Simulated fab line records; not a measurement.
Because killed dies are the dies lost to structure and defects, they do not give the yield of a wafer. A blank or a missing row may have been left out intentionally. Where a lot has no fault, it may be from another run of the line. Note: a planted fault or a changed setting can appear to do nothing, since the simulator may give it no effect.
fab line records -- flow sky130
record lots=12, wafers=36, lastDay=50
route steps=708 shown SD_N@356 LOCAL_INTERCONNECT@393 PAD_OPEN@708
lots that met no fault: taken from a fault-free run of the same line
startH: hours from the record's first day to the start of the lot's first wafer shown -- waitH: how many hours have passed since the lot's step before this one -- " unchanged from the row above -- L1.1+2: a row that stands for several wafers -- - no value, or no start was given -- * or withheld: withheld -- < > ~ a bound
route shown NAME@n: names a module that has steps shown in the file, with the first one's number in the route -- usual: mean and standard deviation over wafers with no fault -- same: alike in all rows -- chamber/n: place in a boat -- sites: per-site readings -- _std_site: the standard deviation of these -- _edge_site: inner sites' mean taken away from outer sites' mean -- radiusMm: for every site, how far away it sits from the centre of the wafer -- mask NAME#n: copy n -- behind: the most recent tool/chamber to have shaped the wafer -- hold: what put the lot on hold/how long, in hours/how the hold closed -- device: the n, p or np transistor that did not switch -- end of line: the route-end tests of the same wafers -- where a step has no rows: the recipe by itself -- killed: not the wafer's yield, but the dies lost to structure and defects at the first sort -- map: per-die view of a wafer (x killed, . not killed, _ where there is no die)
set.NAME: the setting the step ran with; set.NAME@STEP: the setting that earlier step ran with -- model.NAME: the simulator's own value behind a step, which no gauge read
one table for each step of the route and one row for each wafer, over a sample of lots
services: the hour from which a tool's chamber was out of use, counted from the record's first day as startH (under 0 if before that day), plus the number of hours and why
## steps
# step SKY_SD_N_RTA_14
# recipe tempC=1075, timeS=2, idleTempC=650, rampUpCPerS=150, rampDownCPerS=90, ambient=N2
# usual chamberO2Ppm=1.994/0.022, lampPowerPct=15.74/0.051, rampUpCPerS=150.00/0.027, wafer_temp_C_max=1077.9/1.3
# same timeS=2
lot.wafer,tool,chamber,startH,waitH,chamberO2Ppm,lampPowerPct,rampUpCPerS,wafer_temp_C_max
L108.2,rtpAnneal-01,0,654.15,0.0,2.020,15.74,149.98,1076.6
L108.3,rtpAnneal-01,0,654.15,0.0,2.006,15.70,149.98,1079.1
L108.6,rtpAnneal-01,0,654.15,0.0,1.991,15.74,149.93,1077.3
L109.1,rtpAnneal-02,0,660.18,0.0,1.987,15.74,150.00,1078.9
L109.5,rtpAnneal-02,0,660.18,0.0,2.062,15.76,149.99,1078.1
L109.6,rtpAnneal-02,0,660.18,0.0,2.019,15.64,149.99,1075.7
L110.1,rtpAnneal-01,0,664.03,0.0,2.004,15.74,150.02,1078.4
L110.2,rtpAnneal-01,0,664.03,0.0,1.990,15.76,149.94,1078.2
L110.5,rtpAnneal-01,0,664.03,0.0,2.013,15.75,150.03,1080.1
L111.4,rtpAnneal-02,0,694.14,0.0,2.018,15.73,150.00,1077.3
L111.5,rtpAnneal-02,0,694.14,0.0,2.029,15.72,149.99,1080.4
L111.6,rtpAnneal-02,0,694.14,0.0,2.042,15.74,149.99,1079.8
L113.1,rtpAnneal-01,0,713.10,0.0,1.964,15.69,149.98,1078.4
L113.3,rtpAnneal-01,0,713.10,0.0,1.965,15.71,150.04,1077.4
L113.5,rtpAnneal-01,0,713.10,0.0,1.985,15.73,149.99,1076.5
L116.1,rtpAnneal-02,0,730.11,0.0,1.975,15.73,149.99,1077.4
L116.5,rtpAnneal-02,0,730.11,0.0,1.945,15.82,149.97,1079.2
L116.6,rtpAnneal-02,0,730.11,0.0,1.971,15.74,150.05,1079.1
L114.1,rtpAnneal-01,0,732.78,0.0,2.015,15.77,150.00,1077.7
L114.2,rtpAnneal-01,0,732.78,0.0,2.013,15.69,149.97,1080.3
L114.4,rtpAnneal-01,0,732.78,0.0,2.011,15.70,149.99,1076.8
L119.1,rtpAnneal-02,0,752.48,0.0,1.954,15.69,150.02,1077.7
L119.3,rtpAnneal-02,0,752.48,0.0,1.987,15.62,150.01,1077.4
L119.5,rtpAnneal-02,0,752.48,0.0,1.972,15.66,149.99,1077.5
L122.1,rtpAnneal-01,0,769.59,0.0,2.005,15.76,150.00,1080.0
L122.5,rtpAnneal-01,0,769.59,0.0,2.008,15.69,150.03,1080.3
L122.6,rtpAnneal-01,0,769.59,0.0,2.024,15.71,149.95,1078.9
L123.1,rtpAnneal-02,0,782.78,0.0,1.967,15.77,150.04,1078.2
L123.2,rtpAnneal-02,0,782.78,0.0,2.005,15.72,149.97,1075.7
L123.4,rtpAnneal-02,0,782.78,0.0,1.990,15.86,150.01,1081.7
L128.1,rtpAnneal-01,0,811.88,0.0,2.009,15.75,150.00,1075.8
L128.4,rtpAnneal-01,0,811.88,0.0,1.997,15.74,149.95,1080.0
L128.5,rtpAnneal-01,0,811.88,0.0,1.986,15.82,149.99,1078.2
L130.3,rtpAnneal-01,0,824.06,0.0,1.994,15.75,150.02,1078.0
L130.4,rtpAnneal-01,0,824.06,0.0,1.964,15.67,149.96,1076.6
L130.6,rtpAnneal-01,0,824.06,0.0,1.978,15.70,149.98,1077.4
# step SKY_SD_N_RS_MEAS_16
# recipe thkMeasGauge=four-point-probe
# usual SD_N_RS=68.55/0.12
lot.wafer,tool,chamber,startH,waitH,SD_N_RS[ohm/sq]
L108.2,filmMetro-01,-,654.33,0.1,68.58
L108.3,filmMetro-01,-,654.33,0.1,68.77
L108.6,filmMetro-01,-,654.33,0.1,68.67
L109.1,filmMetro-04,-,660.35,0.1,68.54
L109.5,filmMetro-04,-,660.35,0.1,68.61
L109.6,filmMetro-04,-,660.35,0.1,68.53
L110.1,filmMetro-02,-,664.20,0.1,68.56
L110.2,filmMetro-02,-,664.20,0.1,68.46
L110.5,filmMetro-02,-,664.20,0.1,68.55
L111.4,filmMetro-04,-,694.34,0.1,68.48
L111.5,filmMetro-04,-,694.34,0.1,68.59
L111.6,filmMetro-04,-,694.34,0.1,68.56
L113.1,filmMetro-04,-,713.28,0.1,68.79
L113.3,filmMetro-04,-,713.28,0.1,68.70
L113.5,filmMetro-04,-,713.28,0.1,68.63
L116.1,filmMetro-02,-,730.28,0.1,68.44
L116.5,filmMetro-02,-,730.28,0.1,68.40
L116.6,filmMetro-02,-,730.28,0.1,68.55
L114.1,filmMetro-02,-,732.96,0.1,68.34
L114.2,filmMetro-02,-,732.96,0.1,68.37
L114.4,filmMetro-02,-,732.96,0.1,68.61
L119.1,filmMetro-02,-,752.66,0.1,68.40
L119.3,filmMetro-02,-,752.66,0.1,68.56
L119.5,filmMetro-02,-,752.66,0.1,68.48
L122.1,filmMetro-02,-,769.76,0.1,68.39
L122.5,filmMetro-02,-,769.76,0.1,68.48
L122.6,filmMetro-02,-,769.76,0.1,68.41
L123.1,filmMetro-01,-,782.95,0.1,68.59
L123.2,filmMetro-01,-,782.95,0.1,68.69
L123.4,filmMetro-01,-,782.95,0.1,68.54
L128.1,filmMetro-04,-,812.05,0.1,68.60
L128.4,filmMetro-04,-,812.05,0.1,68.70
L128.5,filmMetro-04,-,812.05,0.1,68.44
L130.3,filmMetro-02,-,824.25,0.1,68.35
L130.4,filmMetro-02,-,824.25,0.1,68.35
L130.6,filmMetro-02,-,824.25,0.1,68.49
# step SKY_LOCAL_INTERCONNECT_COAT_06
# recipe resist=KrF-thick, spinRpm=3000, resistThkNm=450
# usual exhaustPa=44.8/0.87, spinSpeedRpm=3000.1/1.9
lot.wafer,tool,chamber,startH,waitH,exhaustPa,spinSpeedRpm
L108.2,lithoTrack-04,0,698,-,43.6,2998.0
L108.3,lithoTrack-04,0,698,-,43.0,2999.5
L108.6,lithoTrack-04,0,698,-,43.5,3001.1
L109.1,lithoTrack-03,0,704,-,45.2,3002.2
L109.5,lithoTrack-03,0,704,-,44.9,3001.9
L109.6,lithoTrack-03,0,704,-,44.8,3002.6
L110.1,lithoTrack-03,0,707,-,44.6,2997.2
L110.2,lithoTrack-03,0,707,-,44.1,2998.8
L110.5,lithoTrack-03,0,708,-,43.3,3001.4
L111.4,lithoTrack-01,0,736,-,45.2,2998.8
L111.5,lithoTrack-01,0,736,-,45.0,2998.0
L111.6,lithoTrack-01,0,736,-,44.3,2998.8
L113.1,lithoTrack-01,0,755,-,45.3,3002.9
L113.3,lithoTrack-01,0,755,-,46.3,3002.4
L113.5,lithoTrack-01,0,755,-,45.7,3001.1
L116.1,lithoTrack-01,0,772,-,44.0,3003.4
L116.5,lithoTrack-01,0,772,-,44.8,2999.2
L116.6,lithoTrack-01,0,772,-,46.2,3001.5
L114.1,lithoTrack-01,0,776,-,44.1,2997.5
L114.2,lithoTrack-01,0,776,-,44.1,2998.2
L114.4,lithoTrack-01,0,776,-,44.6,3002.7
L119.1,lithoTrack-01,0,795,-,45.8,3153.6
L119.3,lithoTrack-01,0,795,-,45.4,3152.8
L119.5,lithoTrack-01,0,795,-,46.0,3154.7
L122.1,lithoTrack-01,0,812,-,43.2,3154.5
L122.5,lithoTrack-01,0,812,-,44.2,3156.3
L122.6,lithoTrack-01,0,812,-,43.6,3155.9
L123.1,lithoTrack-01,0,824,-,43.7,3150.8
L123.2,lithoTrack-01,0,825,-,44.2,3152.7
L123.4,lithoTrack-01,0,825,-,44.2,3150.6
L128.1,lithoTrack-03,0,853,-,44.0,3000.2
L128.4,lithoTrack-03,0,853,-,45.4,2998.5
L128.5,lithoTrack-03,0,853,-,44.5,2998.8
L130.3,lithoTrack-03,0,864,-,45.1,3002.8
L130.4,lithoTrack-03,0,865,-,44.5,2999.5
L130.6,lithoTrack-03,0,865,-,44.9,3000.6
# step SKY_LOCAL_INTERCONNECT_CD_MEAS_11
# recipe targetCdNm=170
# usual cdNm=169.5/1.4
lot.wafer,tool,chamber,startH,waitH,cdNm
L108.2,cdSem-02,-,712.79,-,172.4
L108.3,cdSem-02,-,712.79,-,171.5
L108.6,cdSem-02,-,712.79,-,170.3
L109.1,cdSem-01,-,719.29,-,170.3
L109.5,cdSem-01,-,719.29,-,171.2
L109.6,cdSem-01,-,719.29,-,170.9
L110.1,cdSem-02,-,722.09,-,169.9
L110.2,cdSem-02,-,722.09,-,169.1
L110.5,cdSem-02,-,722.09,-,169.4
L111.4,cdSem-02,-,751.25,-,171.4
L111.5,cdSem-02,-,751.25,-,170.7
L111.6,cdSem-02,-,751.25,-,169.9
L113.1,cdSem-02,-,768.74,-,167.1
L113.3,cdSem-02,-,768.74,-,168.0
L113.5,cdSem-02,-,768.74,-,168.3
L116.1,cdSem-02,-,786.42,-,169.6
L116.5,cdSem-02,-,786.42,-,167.9
L116.6,cdSem-02,-,786.42,-,168.5
L114.1,cdSem-02,-,789.07,-,170.9
L114.2,cdSem-02,-,789.07,-,169.5
L114.4,cdSem-02,-,789.07,-,169.6
L119.1,cdSem-01,-,808.92,-,165.1
L119.3,cdSem-01,-,808.92,-,167.2
L119.5,cdSem-01,-,808.92,-,167.9
L122.1,cdSem-02,-,826.03,-,170.6
L122.5,cdSem-02,-,826.03,-,170.7
L122.6,cdSem-02,-,826.03,-,170.6
L123.1,cdSem-01,-,837.99,-,167.6
L123.2,cdSem-01,-,837.99,-,168.1
L123.4,cdSem-01,-,837.99,-,166.6
L128.1,cdSem-01,-,866.24,-,168.0
L128.4,cdSem-01,-,866.24,-,170.0
L128.5,cdSem-01,-,866.24,-,170.0
L130.3,cdSem-01,-,877.87,-,171.0
L130.4,cdSem-01,-,877.87,-,170.8
L130.6,cdSem-01,-,877.87,-,170.5
# step SKY_LOCAL_INTERCONNECT_STRIP_15
# recipe chemistry=O2/N2, powerW=1400, pressureMtorr=1500, platenTempC=withheld, o2FlowSccm=3000, n2FlowSccm=300, overashFraction=0.5
# usual drypumpMotorCurrentA=5.7/0.5, oesProductAu=0.427/0.0041, stripTimeToEndpointS=4.718/0.019
lot.wafer,tool,chamber,startH,waitH,drypumpMotorCurrentA,oesProductAu,rfHoursCounterH,stripTimeToEndpointS
L108.2,plasmaAsher-03,1,713.05,0.0,6.1,0.433,90,4.769
L108.3,plasmaAsher-03,1,713.05,0.0,6.1,0.422,-,4.741
L108.6,plasmaAsher-03,1,713.05,0.0,6.1,0.432,-,4.755
L109.1,plasmaAsher-02,0,719.56,0.0,5.8,0.429,27,4.761
L109.5,plasmaAsher-02,0,719.56,0.0,5.8,0.425,-,4.742
L109.6,plasmaAsher-02,1,719.56,0.0,5.9,0.427,-,4.743
L110.1,plasmaAsher-04,0,722.36,0.0,6.2,0.425,58,4.722
L110.2,plasmaAsher-04,1,722.36,0.0,5.0,0.420,58,4.754
L110.5,plasmaAsher-04,0,722.36,0.0,6.3,0.427,-,4.729
L111.4,plasmaAsher-03,1,751.49,0.1,6.1,0.423,-,4.705
L111.5,plasmaAsher-03,1,751.49,0.1,6.1,0.425,-,4.693
L111.6,plasmaAsher-03,0,751.49,0.1,4.9,0.428,-,4.710
L113.1,plasmaAsher-02,0,769.01,0.0,5.8,0.428,32,4.710
L113.3,plasmaAsher-02,1,769.01,0.0,5.9,0.427,-,4.707
L113.5,plasmaAsher-02,0,769.01,0.0,5.8,0.423,-,4.715
L116.1,plasmaAsher-04,0,786.70,0.0,6.2,0.427,65,4.706
L116.5,plasmaAsher-04,1,786.70,0.0,5.0,0.427,-,4.686
L116.6,plasmaAsher-04,0,786.70,0.0,6.2,0.425,-,4.718
L114.1,plasmaAsher-03,1,789.35,0.0,6.1,0.428,97,4.726
L114.2,plasmaAsher-03,0,789.35,0.0,4.9,0.418,97,4.690
L114.4,plasmaAsher-03,0,789.35,0.0,4.9,0.433,-,4.718
L119.1,plasmaAsher-04,0,809.20,0.0,6.2,0.418,68,4.616
L119.3,plasmaAsher-04,1,809.20,0.0,5.0,0.421,-,4.591
L119.5,plasmaAsher-04,1,809.20,0.0,5.0,0.418,-,4.577
L122.1,plasmaAsher-02,0,826.30,0.0,5.8,0.421,38,4.598
L122.5,plasmaAsher-02,0,826.30,0.0,5.7,0.426,-,4.591
L122.6,plasmaAsher-02,1,826.30,0.0,5.9,0.422,-,4.576
L123.1,plasmaAsher-04,0,838.26,0.0,6.2,0.423,71,4.574
L123.2,plasmaAsher-04,1,838.26,0.0,5.0,0.420,71,4.605
L123.4,plasmaAsher-04,1,838.26,0.0,5.0,0.419,-,4.569
L128.1,plasmaAsher-03,0,866.51,0.0,4.8,0.432,104,4.713
L128.4,plasmaAsher-03,0,866.51,0.0,4.9,0.427,-,4.729
L128.5,plasmaAsher-03,0,866.51,0.0,4.9,0.432,-,4.715
L130.3,plasmaAsher-04,1,878.13,0.1,5.0,0.424,-,4.728
L130.4,plasmaAsher-04,0,878.13,0.1,6.2,0.426,-,4.712
L130.6,plasmaAsher-04,0,878.13,0.1,6.2,0.431,-,4.705
# step SKY_PAD_OPEN_PROBE_99
# usual killed_at_M0_to_M3=44/6, killed_at_M4_up=3.3/2.1, killedAtContacts=25/5.5, killedAtFrontEnd=15/4.3, killedAtOther=0.2/0.41, killedDies=88/9.1, killedOnRim=17/4, killedOpen=48/6.6, killedShort=39/6.7
# same grossDies=492, killedAtBackSide=0
lot.wafer,tool,chamber,startH,waitH,killed_at_M0_to_M3,killed_at_M4_up,killedAtContacts,killedAtFrontEnd,killedAtOther,killedDies,killedOnRim,killedOpen,killedShort
L108.2,prober-01,-,1076.86,0.1,32,2,28,12,0,74,13,44,30
L108.3,prober-01,-,1076.91,0.2,37,2,23,6,0,68,13,44,24
L108.6,prober-01,-,1077.06,0.2,35,0,27,17,0,79,20,42,37
L109.1,prober-02,-,1081.44,0.1,48,6,21,10,1,86,17,56,30
L109.5,prober-02,-,1081.64,0.2,36,1,28,16,0,81,14,52,29
L109.6,prober-02,-,1081.69,0.2,40,4,22,19,0,85,20,50,35
L110.1,prober-01,-,1087.58,0.1,49,4,28,16,0,97,26,54,43
L110.2,prober-01,-,1087.63,0.1,42,4,29,18,0,93,23,47,46
L110.5,prober-01,-,1087.78,0.2,53,3,25,9,0,90,16,51,39
L111.4,prober-02,-,1110.04,0.2,42,2,20,20,1,85,21,41,44
L111.5,prober-02,-,1110.09,0.2,49,2,31,15,1,98,23,48,49
L111.6,prober-02,-,1110.14,0.2,36,3,18,18,0,75,11,37,38
L113.1,prober-01,-,1128.22,0.1,38,4,32,20,1,95,25,44,51
L113.3,prober-01,-,1128.32,0.2,32,3,24,16,0,75,13,41,34
L113.5,prober-01,-,1128.42,0.2,43,4,12,18,1,78,11,29,49
L116.1,prober-02,-,1135.47,0.1,46,0,38,13,0,97,20,65,32
L116.5,prober-02,-,1135.67,0.2,47,2,17,22,0,88,15,43,45
L116.6,prober-02,-,1135.72,0.2,46,3,21,13,0,83,12,41,40
L114.1,prober-01,-,1135.88,0.1,49,5,23,14,0,91,19,44,47
L114.2,prober-01,-,1135.93,0.1,53,5,22,18,0,98,18,55,43
L114.4,prober-01,-,1136.03,0.2,55,2,26,14,0,97,17,45,51
L119.1,prober-02,-,1153.32,0.1,43,1,25,12,0,81,19,41,40
L119.3,prober-02,-,1153.42,0.2,55,7,22,13,0,97,13,56,41
L119.5,prober-02,-,1153.52,0.2,41,4,17,24,0,86,15,47,39
L122.1,prober-01,-,1161.70,0.1,43,6,32,11,0,92,18,45,47
L122.5,prober-01,-,1161.90,0.2,47,3,19,19,0,88,16,45,43
L122.6,prober-01,-,1161.95,0.2,50,0,33,13,1,97,21,57,40
L123.1,prober-02,-,1171.63,0.1,41,4,27,9,0,81,14,46,35
L123.2,prober-02,-,1171.68,0.1,47,3,27,14,0,91,17,40,51
L123.4,prober-02,-,1171.78,0.2,41,2,24,24,0,91,17,54,37
L128.1,prober-01,-,1191.33,0.1,43,2,38,11,0,94,19,46,48
L128.4,prober-01,-,1191.48,0.2,45,3,37,8,0,93,19,47,46
L128.5,prober-01,-,1191.53,0.2,43,5,25,11,0,84,13,46,38
L130.3,prober-01,-,1196.01,0.2,55,1,24,19,0,99,20,51,48
L130.4,prober-01,-,1196.06,0.2,36,1,32,10,0,79,17,50,29
L130.6,prober-01,-,1196.16,0.2,46,2,28,26,1,103,21,57,46
# killed by level:class
L108.2 VIA1:geometricParticle:open=11 CONTACT:geometricParticle:open=10 LI_CONTACT:geometricParticle:open=6 LOCAL_INTERCONNECT:geometricParticle:short=5 VIA2:geometricParticle:open=5 FIELD_ISO:geometricParticle:short=3 FIELD_ISO:geometricParticle:open=3 POLY_GATE:geometricParticle:open=3
L108.3 CONTACT:geometricParticle:open=12 VIA1:geometricParticle:open=12 VIA1:geometricParticle:short=6 VIA3:geometricParticle:open=5 LI_CONTACT:geometricParticle:open=4 METAL2:geometricParticle:short=4 VIA2:geometricParticle:open=4 LOCAL_INTERCONNECT:geometricParticle:short=3
L108.6 VIA1:geometricParticle:open=12 CONTACT:geometricParticle:open=8 LI_CONTACT:geometricParticle:open=6 CONTACT:geometricParticle:short=6 POLY_GATE:geometricParticle:short=5 VIA3:geometricParticle:open=5 VIA1:geometricParticle:short=5 METAL3:geometricParticle:short=4
L109.1 VIA1:geometricParticle:open=11 CONTACT:geometricParticle:open=9 VIA3:geometricParticle:open=8 LI_CONTACT:geometricParticle:open=6 METAL2:geometricParticle:short=6 POLY_GATE:geometricParticle:open=5 VIA2:geometricParticle:open=5 METAL1:geometricParticle:open=4
L109.5 CONTACT:geometricParticle:open=16 VIA1:geometricParticle:open=10 FIELD_ISO:geometricParticle:open=6 METAL1:geometricParticle:short=6 LI_CONTACT:geometricParticle:open=4 METAL2:geometricParticle:short=4 VIA3:geometricParticle:open=4 FIELD_ISO:geometricParticle:short=3
L109.6 VIA1:geometricParticle:open=12 CONTACT:geometricParticle:open=9 VIA3:geometricParticle:open=6 METAL1:geometricParticle:open=6 POLY_GATE:geometricParticle:open=5 VIA3:geometricParticle:short=5 FIELD_ISO:geometricParticle:short=4 LI_CONTACT:geometricParticle:open=4
L110.1 VIA1:geometricParticle:open=10 LI_CONTACT:geometricParticle:open=9 VIA2:geometricParticle:open=9 CONTACT:geometricParticle:open=8 VIA1:geometricParticle:short=6 VIA2:geometricParticle:short=5 CONTACT:geometricParticle:short=5 VIA3:geometricParticle:open=5
L110.2 CONTACT:geometricParticle:open=10 LOCAL_INTERCONNECT:geometricParticle:short=9 VIA1:geometricParticle:open=9 POLY_GATE:geometricParticle:open=7 VIA3:geometricParticle:open=7 METAL2:geometricParticle:short=7 FIELD_ISO:geometricParticle:short=6 VIA2:geometricParticle:open=5
L110.5 VIA1:geometricParticle:open=10 CONTACT:geometricParticle:open=9 CONTACT:geometricParticle:short=8 VIA1:geometricParticle:short=7 VIA2:geometricParticle:open=7 VIA3:geometricParticle:open=7 LI_CONTACT:geometricParticle:open=6 METAL2:geometricParticle:short=5
L111.4 VIA1:geometricParticle:open=15 FIELD_ISO:geometricParticle:short=8 CONTACT:geometricParticle:open=7 VIA2:geometricParticle:open=5 CONTACT:geometricParticle:short=4 VIA2:geometricParticle:short=4 VIA3:geometricParticle:open=4 POLY_GATE:geometricParticle:short=3
L111.5 VIA1:geometricParticle:open=12 CONTACT:geometricParticle:open=10 METAL1:geometricParticle:short=9 LI_CONTACT:geometricParticle:open=8 POLY_GATE:geometricParticle:open=7 LOCAL_INTERCONNECT:geometricParticle:short=6 VIA1:geometricParticle:short=6 CONTACT:geometricParticle:short=5
L111.6 CONTACT:geometricParticle:open=6 VIA3:geometricParticle:open=6 VIA1:geometricParticle:open=6 FIELD_ISO:geometricParticle:short=5 VIA2:geometricParticle:open=5 FIELD_ISO:geometricParticle:open=4 POLY_GATE:geometricParticle:short=4 LOCAL_INTERCONNECT:geometricParticle:short=4
L113.1 CONTACT:geometricParticle:open=10 POLY_GATE:geometricParticle:short=8 VIA1:geometricParticle:open=8 VIA2:geometricParticle:open=8 LOCAL_INTERCONNECT:geometricParticle:short=6 METAL2:geometricParticle:short=6 LI_CONTACT:geometricParticle:short=5 LI_CONTACT:geometricParticle:open=5
L113.3 CONTACT:geometricParticle:open=9 VIA1:geometricParticle:open=8 POLY_GATE:geometricParticle:open=6 CONTACT:geometricParticle:short=5 VIA1:geometricParticle:short=5 METAL3:geometricParticle:short=5 LOCAL_INTERCONNECT:geometricParticle:short=4 VIA2:geometricParticle:open=4
L113.5 POLY_GATE:geometricParticle:short=10 VIA2:geometricParticle:open=9 METAL2:geometricParticle:short=7 VIA1:geometricParticle:open=5 METAL3:geometricParticle:short=5 FIELD_ISO:geometricParticle:short=4 CONTACT:geometricParticle:open=4 VIA1:geometricParticle:short=4
L116.1 CONTACT:geometricParticle:open=14 LI_CONTACT:geometricParticle:open=13 VIA1:geometricParticle:open=9 VIA3:geometricParticle:open=9 VIA2:geometricParticle:open=7 METAL2:geometricParticle:short=5 LI_CONTACT:geometricParticle:short=4 CONTACT:geometricParticle:short=4
L116.5 VIA1:geometricParticle:open=10 METAL2:geometricParticle:short=8 VIA2:geometricParticle:open=7 FIELD_ISO:geometricParticle:short=6 CONTACT:geometricParticle:short=6 VIA3:geometricParticle:open=6 POLY_GATE:geometricParticle:short=5 LI_CONTACT:geometricParticle:open=5
L116.6 CONTACT:geometricParticle:open=8 VIA1:geometricParticle:open=8 VIA2:geometricParticle:open=8 VIA3:geometricParticle:open=8 VIA1:geometricParticle:short=6 METAL1:geometricParticle:short=6 FIELD_ISO:geometricParticle:short=4 LOCAL_INTERCONNECT:geometricParticle:short=4
L114.1 CONTACT:geometricParticle:short=11 VIA1:geometricParticle:open=9 METAL1:geometricParticle:short=7 METAL2:geometricParticle:short=7 CONTACT:geometricParticle:open=6 VIA3:geometricParticle:open=5 VIA2:geometricParticle:open=5 LI_CONTACT:geometricParticle:open=5
L114.2 VIA1:geometricParticle:open=11 VIA3:geometricParticle:open=8 CONTACT:geometricParticle:open=7 VIA2:geometricParticle:open=7 METAL1:geometricParticle:short=6 VIA2:geometricParticle:short=6 LI_CONTACT:geometricParticle:open=5 FIELD_ISO:geometricParticle:open=4
L114.4 CONTACT:geometricParticle:open=11 METAL2:geometricParticle:short=10 VIA1:geometricParticle:open=9 METAL1:geometricParticle:short=8 POLY_GATE:geometricParticle:short=6 CONTACT:geometricParticle:short=6 VIA1:geometricParticle:short=6 VIA2:geometricParticle:open=6
L119.1 CONTACT:geometricParticle:open=10 VIA1:geometricParticle:open=8 VIA1:geometricParticle:short=8 VIA3:geometricParticle:open=7 LI_CONTACT:geometricParticle:short=5 CONTACT:geometricParticle:short=5 METAL2:geometricParticle:short=5 FIELD_ISO:geometricParticle:short=4
L119.3 VIA1:geometricParticle:open=12 VIA2:geometricParticle:open=11 CONTACT:geometricParticle:open=9 POLY_GATE:geometricParticle:open=7 METAL2:geometricParticle:short=7 METAL1:geometricParticle:short=6 VIA3:geometricParticle:short=6 LI_CONTACT:geometricParticle:open=5
L119.5 VIA2:geometricParticle:open=9 FIELD_ISO:geometricParticle:short=8 CONTACT:geometricParticle:open=7 VIA1:geometricParticle:open=6 LI_CONTACT:geometricParticle:open=6 FIELD_ISO:geometricParticle:open=5 POLY_GATE:geometricParticle:short=5 VIA1:geometricParticle:short=5
L122.1 VIA1:geometricParticle:open=12 CONTACT:geometricParticle:open=8 LOCAL_INTERCONNECT:geometricParticle:short=7 METAL2:geometricParticle:short=7 LI_CONTACT:geometricParticle:open=7 CONTACT:geometricParticle:short=6 VIA1:geometricParticle:short=6 VIA2:geometricParticle:open=5
L122.5 POLY_GATE:geometricParticle:open=7 VIA1:geometricParticle:open=7 VIA1:geometricParticle:short=7 LI_CONTACT:geometricParticle:short=6 METAL1:geometricParticle:short=6 VIA3:geometricParticle:open=6 LI_CONTACT:geometricParticle:open=5 FIELD_ISO:geometricParticle:open=4
L122.6 CONTACT:geometricParticle:open=17 VIA1:geometricParticle:open=12 VIA1:geometricParticle:short=8 METAL2:geometricParticle:short=8 LI_CONTACT:geometricParticle:open=7 VIA2:geometricParticle:open=6 POLY_GATE:geometricParticle:open=5 LI_CONTACT:geometricParticle:short=4
L123.1 VIA1:geometricParticle:open=12 LI_CONTACT:geometricParticle:open=8 VIA1:geometricParticle:short=6 CONTACT:geometricParticle:short=5 CONTACT:geometricParticle:open=5 VIA2:geometricParticle:open=5 VIA3:geometricParticle:open=5 LI_CONTACT:geometricParticle:short=4
L123.2 METAL1:geometricParticle:short=12 CONTACT:geometricParticle:open=11 VIA1:geometricParticle:open=9 CONTACT:geometricParticle:short=7 VIA1:geometricParticle:short=7 VIA2:geometricParticle:open=5 METAL2:geometricParticle:short=5 POLY_GATE:geometricParticle:short=4
L123.4 CONTACT:geometricParticle:open=14 FIELD_ISO:geometricParticle:short=9 VIA1:geometricParticle:open=9 VIA2:geometricParticle:open=7 VIA3:geometricParticle:open=7 FIELD_ISO:geometricParticle:open=5 LI_CONTACT:geometricParticle:open=5 VIA1:geometricParticle:short=5
L128.1 CONTACT:geometricParticle:open=13 VIA1:geometricParticle:open=12 CONTACT:geometricParticle:short=8 VIA1:geometricParticle:short=7 LOCAL_INTERCONNECT:geometricParticle:short=6 LI_CONTACT:geometricParticle:open=5 LI_CONTACT:geometricParticle:short=5 VIA2:geometricParticle:open=5
L128.4 CONTACT:geometricParticle:open=16 VIA1:geometricParticle:open=10 CONTACT:geometricParticle:short=7 METAL2:geometricParticle:short=7 VIA2:geometricParticle:open=6 LOCAL_INTERCONNECT:geometricParticle:short=6 METAL1:geometricParticle:short=6 VIA3:geometricParticle:open=4
L128.5 CONTACT:geometricParticle:open=10 VIA1:geometricParticle:open=9 VIA2:geometricParticle:open=8 LI_CONTACT:geometricParticle:open=5 LOCAL_INTERCONNECT:geometricParticle:short=5 METAL1:geometricParticle:short=5 VIA3:geometricParticle:short=5 POLY_GATE:geometricParticle:short=4
L130.3 VIA1:geometricParticle:open=13 VIA1:geometricParticle:short=9 LI_CONTACT:geometricParticle:open=7 CONTACT:geometricParticle:open=7 VIA2:geometricParticle:open=6 METAL2:geometricParticle:short=5 POLY_GATE:geometricParticle:short=5 VIA3:geometricParticle:open=5
L130.4 VIA1:geometricParticle:open=12 LI_CONTACT:geometricParticle:open=11 CONTACT:geometricParticle:open=11 LOCAL_INTERCONNECT:geometricParticle:short=5 METAL2:geometricParticle:short=5 POLY_GATE:geometricParticle:open=4 VIA2:geometricParticle:open=4 VIA3:geometricParticle:open=4
L130.6 CONTACT:geometricParticle:open=11 VIA1:geometricParticle:open=9 FIELD_ISO:geometricParticle:short=7 VIA1:geometricParticle:short=7 POLY_GATE:geometricParticle:open=6 LI_CONTACT:geometricParticle:open=6 METAL2:geometricParticle:short=6 FIELD_ISO:geometricParticle:open=5
## services
tool,chamber,startH,hours,kind
plasmaAsher-04,-,667.72,1.7,repair
plasmaAsher-03,-,740.91,4.3,pm
plasmaAsher-02,-,751.96,3.3,repair
plasmaAsher-03,-,790.82,15.6,pm
plasmaAsher-04,-,839.63,1.2,repair
## key
firstSign step=SKY_LOCAL_INTERCONNECT_COAT_06, reading=spinSpeedRpm, direction=up, sigmas=81, usual=3000.1, struck=3153.5
effect step=SKY_LOCAL_INTERCONNECT_STRIP_15, reading=stripTimeToEndpointS, direction=down, sigmas=6.7, usual=*, struck=*
metAt SKY_LOCAL_INTERCONNECT_COAT_06
struckLots L119,L122,L123
testerLeftOut L119,L122,L123
notActingAt SKY_SD_N_RTA_14,SKY_SD_N_RS_MEAS_16,SKY_LOCAL_INTERCONNECT_CD_MEAS_11
onsetBetween 776 795
fault kind=processParameterDrift, tool=lithoTrack-01, chamber=-, onsetH=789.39, steps=SKY_LOCAL_INTERCONNECT_COAT_06, channel=spinRpm, offset=152.94, shape=step, endH=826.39, actsIn=theseRecipesOnly, stated=3000
# testerLeftOut: of these lots the tester's yield and bins aren't shown, on N5 and GAA mostly nor the transistor test; their killed dies are dies lost to structure and defects alone, not to doping, threshold or leakage, so they don't give the yield
